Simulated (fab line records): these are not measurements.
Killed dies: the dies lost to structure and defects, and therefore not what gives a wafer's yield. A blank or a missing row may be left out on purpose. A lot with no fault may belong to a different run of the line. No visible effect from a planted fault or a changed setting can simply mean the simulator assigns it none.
What tool caused it? ; flow sky130 ; 39 wafers from 13 lots sampled at 2 of the route's 708 steps

## WHAT EACH GAUGE READ, for each wafer
SKY_SONOS_ONO_THK_MEAS_03.
lot;measured;on;SONOS_ONO_CVD_02_THK (nm)
L202;day 11 14:59;film-metro-03;10.54 10.71 10.52
L203;day 11 15:01;film-metro-02;10.49 10.67 10.62
L204;day 12 08:13;film-metro-02;10.41 10.39 10.50
L206;day 13 02:31;film-metro-02;10.74 10.40 10.59
L208;day 13 20:02;film-metro-03;10.72 10.62 10.79
L211;day 14 10:21;film-metro-04;10.49 10.44 10.38
L217;day 16 16:30;film-metro-03;10.63 10.62 10.58
L216;day 16 18:48;film-metro-02;10.47 10.45 10.47
L218;day 17 04:14;film-metro-02;10.20 10.24 10.30
L219;day 17 08:12;film-metro-02;10.31 10.38 10.50
L220;day 17 11:25;film-metro-04;10.29 10.36 10.33
L223;day 18 13:19;film-metro-02;10.47 10.52 10.56
L225;day 19 12:37;film-metro-04;10.54 10.41 10.42

SKY_SONOS_ONO_OVL_MEAS_14.
lot;measured;on;SONOS_ONO_OVL (nm)
L202;day 12 17:50;overlay-01;2.0 1.9 2.6
L203;day 12 17:36;overlay-01;1.2 -0.5 0.1
L204;day 13 10:53;overlay-01;-0.3 -1.0 0.0
L206;day 14 04:56;overlay-01;1.6 0.3 0.3
L208;day 15 00:11;overlay-02;1.0 -0.4 0.8
L211;day 15 15:19;overlay-01;-1.8 -3.9 -2.2
L217;day 17 22:25;overlay-02;-0.3 -1.5 -2.3
L216;day 18 01:10;overlay-02;-1.0 -1.7 -0.4
L218;day 18 11:52;overlay-02;1.5 1.5 1.2
L219;day 18 15:10;overlay-02;-0.3 1.4 0.6
L220;day 18 18:35;overlay-02;0.2 -0.5 -0.8
L223;day 19 21:08;overlay-02;1.3 1.9 1.1
L225;day 20 20:01;overlay-02;-1.5 -1.4 -0.4

## EACH LOT AND THE TOOL THAT RAN IT (in order: tool; ch and the chambers of the sampled wafers; start)
Before these readings, the record contains no process step.

## WHAT THE TOOLS THEMSELVES READ (means of the sampled wafers that have a number; where no wafer has one, the mark that the record gives instead)
The record holds no such reading with a usual standard deviation.

## THE ANSWER, worked out from the rows above alone
Rule: usual is defined by the lots themselves. Put in order of their means at a reading, lots are off if they are a third of the lots or fewer, leave a main group of 4 or more, and stand apart from it by a gap of 3 or more times the standard deviation of the main group's means; of several such gaps the widest counts. If all means in a main group match to the digits the tables above print for the reading, that group is not used. Also off: a lot with no number at a reading for which 4 or more lots have one. Any other lot the step has rows for is counted as sound. Order of review: gauges by route order, followed by the tools' own readings, for which a lot's mean as printed above is used. At the first step where some lot is off, the reading lying furthest off is the one used; lots without a number count as furthest.
No lot is off at any reading shown: from this, nothing can be told.

## WHAT HAD BEEN PUT IN BY THE SIMULATOR
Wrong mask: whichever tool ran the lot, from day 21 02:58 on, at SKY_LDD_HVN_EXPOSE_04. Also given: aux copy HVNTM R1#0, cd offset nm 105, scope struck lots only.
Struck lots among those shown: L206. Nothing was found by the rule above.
